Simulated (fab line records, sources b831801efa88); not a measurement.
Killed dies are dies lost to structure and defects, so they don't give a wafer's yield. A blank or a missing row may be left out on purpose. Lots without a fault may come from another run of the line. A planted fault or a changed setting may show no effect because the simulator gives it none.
fab line records | flow sfq_line
record lots=5 wafers=15 last_day=81
route steps=325 shown M0@30 I0@43
lots that met no fault: from a run of the same line without faults
start_h: hours from the record's first day to the start of the lot's first wafer shown | wait_h: hours since the lot's step before | " the same as in the row above | L1.1+2: a row that stands for several wafers | - no value, or no start given | * or withheld: withheld | < > ~ a bound
route shown NAME@n: a module of which the file shows steps, and the number in the route of the first | usual: mean/standard deviation of fault-free wafers | same: alike in all rows | chamber/n: place in a boat | sites: the reading at each site | _std_site: their standard deviation | _edge_site: outer sites' mean less inner sites' | radius_mm: how far each site lies from the wafer's centre | mask NAME#n: copy n | behind: the tool/chamber that last shaped the wafer | hold: why the lot was held/for how many hours/how that ended | device: the transistor (n, p or np) that didn't switch | end of line: the same wafers' tests at the end of the route | a step without rows: its recipe alone | killed: dies lost to structure and defects at the first sort, not the wafer's yield | map: a wafer's dies, x killed, . not, _ none there
set.NAME: the setting as run; set.NAME@STEP: as run at that earlier step | model.NAME: the simulator's own value behind a step, which no gauge read
lots at some steps of the route; a table a step, a row a wafer
services: from which hour (start_h, from the record's first day; less than 0 if before it) a tool's chamber was out of use, for how many hours, and why
## steps
# step SFQ_M0_RS_MEAS_904
# recipe thk_meas_gauge=four-point-probe reads=Nb_of_TRILAYER_M0_DEP_SPUTTER_019
# usual M0_NB_RS=0.888/0.0095
# columns lot.wafer tool chamber start_h wait_h M0_NB_RS[ohm/sq]
L076.1 film_metro-02 - 102.13 0.0 0.905
L076.3 " - " " 0.899
L076.5 " - " " 0.899
L080.1 film_metro-03 - 129.75 0.0 0.893
L080.2 " - " " 0.886
L080.5 " - " " 0.889
L081.1 film_metro-02 - 134.53 0.0 0.882
L081.4 " - " " 0.883
L081.5 " - " " 0.881
L088.1 film_metro-03 - 219.83 0.0 0.891
L088.3 " - " " 0.895
L088.6 " - " " 0.889
L093.2 film_metro-03 - 242.20 0.1 0.890
L093.3 " - " " 0.886
L093.4 " - " " 0.882
# step SFQ_TRILAYER_M0_LITHO_COAT_026
# recipe resist=BARC spin_rpm=3000 resist_thk_nm=62
# columns lot.wafer tool chamber start_h wait_h
L076.1+3+5 litho_track-02 0 102.31 0.1
L080.1+2+5 litho_track-02 0 129.93 0.1
L081.1+4+5 litho_track-02 0 134.71 0.1
L088.1+3+6 litho_track-04 0 220.01 0.1
L093.2+3+4 litho_track-03 0 242.41 0.1
# step SFQ_TRILAYER_M0_LITHO_COAT_021
# recipe resist=KrF spin_rpm=3000 resist_thk_nm=600
# columns lot.wafer tool chamber start_h wait_h
L076.1+3+5 litho_track-02 0 102.61 0.2
L080.1+2+5 litho_track-02 0 130.23 0.2
L081.1+4+5 litho_track-02 0 135.01 0.2
L088.1+3+6 litho_track-04 0 220.31 0.2
L093.2+3+4 litho_track-03 0 242.71 0.2
# step SFQ_TRILAYER_M0_LITHO_SOFTBAKE_025
# recipe temp_c=withheld time_s=withheld resist=KrF
# columns lot.wafer tool chamber start_h wait_h
L076.1+3+5 litho_track-02 0 102.91 0.2
L080.1+2+5 litho_track-02 0 130.53 0.2
L081.1+4+5 litho_track-02 0 135.31 0.2
L088.1+3+6 litho_track-04 0 220.61 0.2
L093.2+3+4 litho_track-03 0 242.99 0.2
# step SFQ_TRILAYER_M0_LITHO_EXPOSE_022
# recipe mask_id=M0 na=0.6 source_shape=conventional sigma_outer=0.65 target_cd_nm=500 dose_mj=14.4
# columns lot.wafer tool chamber start_h wait_h mask
L076.1+3+5 krf_scanner-02 0 116.54 - M0#0
L080.1+2+5 krf_scanner-02 0 151.39 - M0#0
L081.1+4+5 krf_scanner-02 0 156.19 - M0#0
L088.1+3+6 krf_scanner-02 0 239.22 - M0#0
L093.2+3+4 krf_scanner-02 0 277.37 - M0#0
# step SFQ_TRILAYER_M0_LITHO_PEB_024
# recipe peb_temp_c=115 peb_time_s=60 resist=KrF
# columns lot.wafer tool chamber start_h wait_h
L076.1+3+5 litho_track-02 0 117.74 1.0
L080.1+2+5 litho_track-02 0 152.59 1.0
L081.1+4+5 litho_track-04 0 157.39 1.0
L088.1+3+6 litho_track-03 0 240.42 1.0
L093.2+3+4 litho_track-04 0 278.39 0.8
# step SFQ_TRILAYER_M0_LITHO_DEVELOP_023
# recipe time_s=60 resist=KrF
# columns lot.wafer tool chamber start_h wait_h
L076.1+3+5 litho_track-02 0 117.89 0.1
L080.1+2+5 litho_track-02 0 152.74 0.1
L081.1+4+5 litho_track-04 0 157.54 0.1
L088.1+3+6 litho_track-03 0 240.57 0.1
L093.2+3+4 litho_track-04 0 278.54 0.1
# step SFQ_M0_OVL_MEAS_906
# usual M0_OVL=2/5
# columns lot.wafer tool chamber start_h wait_h M0_OVL[nm]
L076.1 overlay-01 - 118.04 0.1 0
L076.3 " - " " 5
L076.5 " - " " 5
L080.1 overlay-01 - 152.89 0.1 -3
L080.2 " - " " 0
L080.5 " - " " 1
L081.1 overlay-02 - 157.69 0.1 -7
L081.4 " - " " -7
L081.5 " - " " -5
L088.1 overlay-01 - 240.72 0.1 0
L088.3 " - " " -2
L088.6 " - " " -1
L093.2 overlay-02 - 278.68 0.1 0
L093.3 " - " " -2
L093.4 " - " " 1
# step SFQ_TRILAYER_M0_BARC_OPEN_METAL_ETCH_031
# recipe mask_material=PR chemistry=O2 target_depth_nm=125 target=BARC icp_w=600 bias_w=80 pressure_mtorr=10 time_s=41.7
# usual drypump_motor_current_A=5.4/0.53 oes_product_au=0.685/0.0052
# columns lot.wafer tool chamber start_h wait_h drypump_motor_current_A oes_product_au rf_hours_counter_h
L076.1 rie_metal-04 1 118.07 0.0 5.0 0.684 114
L076.3 " 0 " " 5.3 0.681 -
L076.5 " 1 " " 5.0 0.681 -
L080.1 rie_metal-03 1 152.93 0.0 5.0 0.681 188
L080.2 " 0 " " 6.1 0.689 148
L080.5 " 0 " " 6.0 0.693 -
L081.1 rie_metal-03 1 157.73 0.0 5.0 0.687 188
L081.4 " 0 " " 6.0 0.684 -
L081.5 " 1 " " 4.9 0.686 -
L088.1 rie_metal-04 0 240.76 0.0 5.3 0.687 39
L088.3 " 0 " " 5.3 0.676 -
L088.6 " 0 " " 5.3 0.682 -
L093.2 rie_metal-04 1 278.71 0.0 5.0 0.692 139
L093.3 " 0 " " 5.3 0.678 -
L093.4 " 1 " " 5.0 0.683 -
# step SFQ_TRILAYER_M0_ETCH_METAL_ETCH_024
# recipe target=Nb stop_on=SiO2 mask_material=PR chemistry=Cl2/Ar target_depth_nm=240 icp_w=600 bias_w=80 pressure_mtorr=10 time_s=120
# usual drypump_motor_current_A=5.4/0.53 oes_product_au=0.896/0.0071
# columns lot.wafer tool chamber start_h wait_h drypump_motor_current_A oes_product_au rf_hours_counter_h
L076.1 rie_metal-04 1 118.13 0.0 5.0 0.883 114
L076.3 " 0 " " 5.2 0.893 -
L076.5 " 1 " " 5.0 0.891 -
L080.1 rie_metal-03 1 152.99 0.0 4.9 0.884 188
L080.2 " 0 " " 6.0 0.904 148
L080.5 " 0 " " 6.1 0.906 -
L081.1 rie_metal-03 1 157.79 0.0 5.0 0.901 188
L081.4 " 0 " " 6.1 0.893 -
L081.5 " 1 " " 5.0 0.892 -
L088.1 rie_metal-04 0 240.81 0.0 5.2 0.893 39
L088.3 " 0 " " 5.3 0.885 -
L088.6 " 0 " " 5.2 0.899 -
L093.2 rie_metal-04 1 278.76 0.0 5.0 0.891 139
L093.3 " 0 " " 5.2 0.890 -
L093.4 " 1 " " 5.0 0.902 -
# step SFQ_TRILAYER_M0_STRIP_STRIP_025
# recipe gas=O2 power_w=200 platen_temp_c=40 overash_fraction=0.65 chemistry=O2 pressure_mtorr=50
# usual drypump_motor_current_A=5.4/0.54 oes_product_au=0.997/0.0073 platen_temp_c=40.02/0.11
# columns lot.wafer tool chamber start_h wait_h drypump_motor_current_A oes_product_au platen_temp_c rf_hours_counter_h
L076.1 rie_metal-04 1 118.26 0.1 5.0 0.986 39.91 114
L076.3 " 0 " " 5.3 1.001 39.97 -
L076.5 " 1 " " 5.0 1.005 39.88 -
L080.1 rie_metal-03 1 153.11 0.1 5.0 1.004 40.09 188
L080.2 " 0 " " 6.1 0.991 40.00 148
L080.5 " 0 " " 6.0 0.993 39.85 -
L081.1 rie_metal-03 1 157.91 0.1 5.0 0.993 40.01 188
L081.4 " 0 " " 6.0 0.996 40.21 -
L081.5 " 1 " " 4.9 1.009 39.86 -
L088.1 rie_metal-04 0 240.94 0.1 5.2 1.002 40.02 39
L088.3 " 0 " " 5.3 1.005 40.06 -
L088.6 " 0 " " 5.3 1.002 39.96 -
L093.2 rie_metal-04 1 278.89 0.1 5.0 1.002 39.90 139
L093.3 " 0 " " 5.3 0.996 39.74 -
L093.4 " 1 " " 5.0 1.000 39.94 -
# step SFQ_TRILAYER_M0_STRIP_SOLV_CLEAN_026
# recipe chemistry=NMP temp_c=70 time_s=600
# columns lot.wafer tool chamber start_h wait_h
L076.1+3+5 wet_bench-01 7,6,0 118.86 0.4
L080.1+2+5 wet_bench-04 1,5,3 153.71 0.4
L081.1+4+5 wet_bench-02 1,7,0 158.51 0.4
L088.1+3+6 wet_bench-02 2,5,3 241.54 0.4
L093.2+3+4 wet_bench-02 3,2,0 279.49 0.4
# step SFQ_TRILAYER_I0_DEP_PECVD_027
# recipe material=SiO2 temp_c=150 time_s=111.11 pressure_torr=2.4 rf_w=183.3 precursor=SiH4/N2O target_thk_nm=500
# usual heater_power_w=83/16 throttle_valve_pct=24.6/0.95
# columns lot.wafer tool chamber start_h wait_h heater_power_w throttle_valve_pct
L076.1 pecvd-01 1 119.03 0.0 68 25.5
L076.3 " 0 " " 66 22.8
L076.5 " 1 " " 57 25.5
L080.1 pecvd-02 1 153.89 0.0 84 24.7
L080.2 " 2 " " 87 24.2
L080.5 " 2 " " 86 24.2
L081.1 pecvd-02 1 158.69 0.0 74 24.6
L081.4 " 2 " " 74 24.3
L081.5 " 0 " " 99 24.0
L088.1 pecvd-02 0 241.73 0.0 107 23.8
L088.3 " 2 " " 87 24.3
L088.6 " 2 " " 88 24.4
L093.2 pecvd-01 1 279.66 0.0 63 25.8
L093.3 " 0 " " 69 23.5
L093.4 " 1 " " 63 25.8
# step SFQ_TRILAYER_I0_CMP_CMP_028
# recipe material=SiO2 down_force_psi=3 platen_rpm=60 pad_velocity_m_s=0.94248
# usual motor_current_A=10.7/0.96 time_to_endpoint_s=214/6.7
# columns lot.wafer tool chamber start_h wait_h motor_current_A time_to_endpoint_s
L076.1 cmp-01 1 125.02 6.0 11.5 219
L076.3 " 0 126.52 7.4 11.6 226
L076.5 " 2 127.52 8.4 10.2 224
L080.1 cmp-02 0 153.97 0.0 9.6 208
L080.2 " 2 154.97 1.0 9.8 204
L080.5 " 0 155.97 2.0 9.7 219
L081.4 cmp-01 2 159.27 0.5 9.9 217
L081.1 " 0 160.27 1.5 10.9 219
L081.5 " 2 161.27 2.5 9.9 222
L088.1 cmp-02 3 247.85 6.1 9.4 218
L088.3 " 1 248.85 7.1 11.4 207
L088.6 " 3 249.85 8.0 9.3 216
L093.2 cmp-02 1 283.85 4.1 11.2 216
L093.3 " 2 " " 9.1 209
L093.4 " 0 285.35 5.6 9.9 218
# step SFQ_I0_BOW_MEAS_907
# recipe mode=bow
# usual I0_BOW=1/7.4
# columns lot.wafer tool chamber start_h wait_h I0_BOW[um]
L076.1 film_metro-04 - 128.02 2.5 6
L076.3 " - " " 5
L076.5 " - " " 4
L080.1 film_metro-02 - 156.97 2.5 -8
L080.2 " - " " -12
L080.5 " - " " 1
L081.1 film_metro-02 - 161.77 1.0 -4
L081.4 " - " " -6
L081.5 " - " " 2
L088.1 film_metro-01 - 250.85 2.5 -6
L088.3 " - " " 4
L088.6 " - " " -3
L093.2 film_metro-02 - 286.87 2.5 -3
L093.3 " - " " -6
L093.4 " - " " 2
# step SFQ_TRILAYER_I0_METRO_MEASURE_029
# usual thk_nm=200.0/1.1
# columns lot.wafer tool chamber start_h wait_h thk_nm
L076.1 film_metro-04 - 128.14 0.1 199.9
L076.3 " - " " 198.5
L076.5 " - " " 197.8
L080.1 film_metro-02 - 157.09 0.1 200.4
L080.2 " - " " 199.9
L080.5 " - " " 202.1
L081.1 film_metro-02 - 161.89 0.1 199.9
L081.4 " - " " 199.9
L081.5 " - " " 200.3
L088.1 film_metro-01 - 250.97 0.1 199.5
L088.3 " - " " 200.1
L088.6 " - " " 199.6
L093.2 film_metro-02 - 287.17 0.3 199.8
L093.3 " - " " 198.7
L093.4 " - " " 199.9
# step SFQ_TRILAYER_I0_VIA_LITHO_COAT_036
# recipe resist=BARC spin_rpm=3000 resist_thk_nm=62
# columns lot.wafer tool chamber start_h wait_h
L076.1+3+5 litho_track-04 0 129.34 1.0
L080.1+2+5 litho_track-03 0 158.29 1.0
L081.1+4+5 litho_track-03 0 163.09 1.0
L088.1+3+6 litho_track-03 0 252.17 1.0
L093.2+3+4 litho_track-03 0 288.22 0.8
# step SFQ_TRILAYER_I0_VIA_LITHO_COAT_031
# recipe resist=KrF spin_rpm=3000 resist_thk_nm=650
# columns lot.wafer tool chamber start_h wait_h
L076.1+3+5 litho_track-04 0 129.64 0.2
L080.1+2+5 litho_track-03 0 158.59 0.2
L081.1+4+5 litho_track-03 0 163.39 0.2
L088.1+3+6 litho_track-03 0 252.47 0.2
L093.2+3+4 litho_track-03 0 288.52 0.2
# step SFQ_TRILAYER_I0_VIA_LITHO_SOFTBAKE_035
# recipe temp_c=withheld time_s=withheld resist=KrF
# columns lot.wafer tool chamber start_h wait_h
L076.1+3+5 litho_track-04 0 129.94 0.2
L080.1+2+5 litho_track-03 0 158.89 0.2
L081.1+4+5 litho_track-03 0 163.69 0.2
L088.1+3+6 litho_track-03 0 252.77 0.2
L093.2+3+4 litho_track-03 0 288.80 0.2
# step SFQ_TRILAYER_I0_VIA_LITHO_EXPOSE_032
# recipe mask_id=I0 na=0.6 source_shape=conventional sigma_outer=0.65 target_cd_nm=500 dose_mj=21.3
# columns lot.wafer tool chamber start_h wait_h mask
L076.1+3+5 krf_scanner-01 0 245.67 - I0#0
L080.1+2+5 krf_scanner-01 0 272.07 - I0#0
L081.1+4+5 krf_scanner-01 0 275.67 - I0#0
L088.1+3+6 krf_scanner-01 0 355.74 - I0#0
L093.2+3+4 krf_scanner-01 0 422.07 - I0#0
# step SFQ_TRILAYER_I0_VIA_LITHO_PEB_034
# recipe peb_temp_c=115 peb_time_s=60 resist=KrF
# columns lot.wafer tool chamber start_h wait_h
L076.1+3+5 litho_track-04 0 246.87 1.0
L080.1+2+5 litho_track-04 0 273.27 1.0
L081.1+4+5 litho_track-01 0 276.87 1.0
L088.1+3+6 litho_track-01 0 356.94 1.0
L093.2+3+4 litho_track-01 0 423.26 1.0
# step SFQ_TRILAYER_I0_VIA_LITHO_DEVELOP_033
# recipe time_s=60 resist=KrF
# columns lot.wafer tool chamber start_h wait_h
L076.1+3+5 litho_track-04 0 247.02 0.1
L080.1+2+5 litho_track-04 0 273.42 0.1
L081.1+4+5 litho_track-01 0 277.02 0.1
L088.1+3+6 litho_track-01 0 357.09 0.1
L093.2+3+4 litho_track-01 0 423.41 0.1
## services
# columns tool chamber start_h hours kind
rie_metal-03 1 98.22 2.1 repair
rie_metal-03 - 116.44 2.8 pm
krf_scanner-02 - 136.89 1.3 pm
krf_scanner-01 - 139.22 4.0 pm
krf_scanner-01 - 146.34 0.8 repair
krf_scanner-01 - 151.95 36.0 pm
rie_metal-03 1 165.27 4.8 repair
krf_scanner-02 - 188.72 1.0 pm
krf_scanner-01 - 189.82 1.3 pm
krf_scanner-02 - 192.12 0.8 pm
krf_scanner-01 - 193.52 1.0 pm
krf_scanner-02 - 196.47 0.8 pm
rie_metal-04 1 196.96 9.6 repair
krf_scanner-01 - 200.90 0.6 repair
rie_metal-03 0 238.20 26.6 repair
rie_metal-03 - 262.89 1.4 pm
krf_scanner-01 - 284.07 4.4 pm
krf_scanner-01 - 288.86 0.4 repair
rie_metal-03 1 297.10 3.9 repair
krf_scanner-02 - 313.17 1.3 pm
krf_scanner-02 - 342.07 1.0 pm
krf_scanner-01 - 352.04 1.3 pm
krf_scanner-02 - 353.04 0.4 repair
krf_scanner-02 - 358.67 0.8 pm
## key
fault none
